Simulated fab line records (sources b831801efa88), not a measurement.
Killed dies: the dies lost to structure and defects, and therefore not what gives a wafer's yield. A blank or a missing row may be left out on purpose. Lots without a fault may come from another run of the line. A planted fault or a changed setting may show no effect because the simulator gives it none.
One fault through the eyes of 2 desks | flow sky130 | every desk sees just its own numbers, and what lay behind them comes last

== FROM THE METROLOGY DESK ==
What the gauges read, lot by lot, whatever tool the lot ran on: means of the sampled wafers that have a number. Any lot whose mean is over 4 standard deviations away from the usual mean is out of limits and marked OUT; that distance is given in the brackets.
Columns: A = FIELD_ISO_OXIDATION_01_THK at SKY_FIELD_ISO_THK_MEAS_23, usual 10.08 nm; B = cd_nm at SKY_VT_ADJUST_NCORE_CD_MEAS_07, usual 379.3 nm
lot  | first seen here | A     | B
L425 | day 2 21:19     | 10.18 | 380.2
L426 | day 3 02:40     | 9.91  | 379.2
L430 | day 3 23:08     | 10.01 | 378.9
L431 | day 4 05:55     | 9.96  | 376.5
L432 | day 4 11:50     | 9.99  | 380.2
L436 | day 5 09:07     | 10.03 | 379.8
L437 | day 5 13:38     | 9.89  | 373.6
L439 | day 6 04:24     | 10.33 | 380.6
L440 | day 6 09:58     | 10.31 | 376.7
L442 | day 6 19:34     | 10.21 | 380.7
L444 | day 7 05:01     | 10.21 | 379.7
L445 | day 7 12:38     | 10.27 | 381.4
Finding of this desk: none of the 12 lots has anything out of limits.

== THE TOOL OWNER'S DESK: litho_track-04 ==
The tool's own readings at SKY_VT_ADJUST_LVTN_COAT_13 (resist thk 1140 nm): means of the sampled wafers that have a number, for each lot that ran on this tool. Any lot whose mean is over 4 standard deviations away from the usual mean is out of limits and marked OUT; that distance is given in the brackets.
Columns: A = spin_speed_rpm at SKY_VT_ADJUST_LVTN_COAT_13, usual 3000.0 rpm
lot  | first seen here | A
L425 | day 7 21:50     | 2998.1
L431 | day 9 19:17     | 3060.0 (+30) OUT
L432 | day 9 23:30     | 3060.4 (+30) OUT
L442 | day 13 02:38    | 2998.9
L444 | day 13 13:41    | 3001.2
L445 | day 13 21:14    | 3003.7
This desk's finding: out of limits on L431, L432; first on L431, day 9 19:17 (spin_speed_rpm at SKY_VT_ADJUST_LVTN_COAT_13). Within limits: L425, L442, L444, L445.

== BROUGHT TOGETHER ==
At day 9 19:17, on L431, L432, the tool owner's desk was in a position to raise an alarm.
From the metrology desk's view, nothing was out of limits.
The metrology desk holds a record of L431, L432, inside its limits.
Of the lots named, all ran SKY_VT_ADJUST_LVTN_COAT_13 on litho_track-04.

== WHAT THE SIMULATOR PUT IN ==
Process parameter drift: litho_track-04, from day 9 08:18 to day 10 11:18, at SKY_VT_ADJUST_LVTN_COAT_13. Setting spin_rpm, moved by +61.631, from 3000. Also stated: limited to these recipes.
Struck lots among those shown: L431, L432.
Hours from the fault's start to each desk's first reading out of limits: the tool owner's desk, 11.
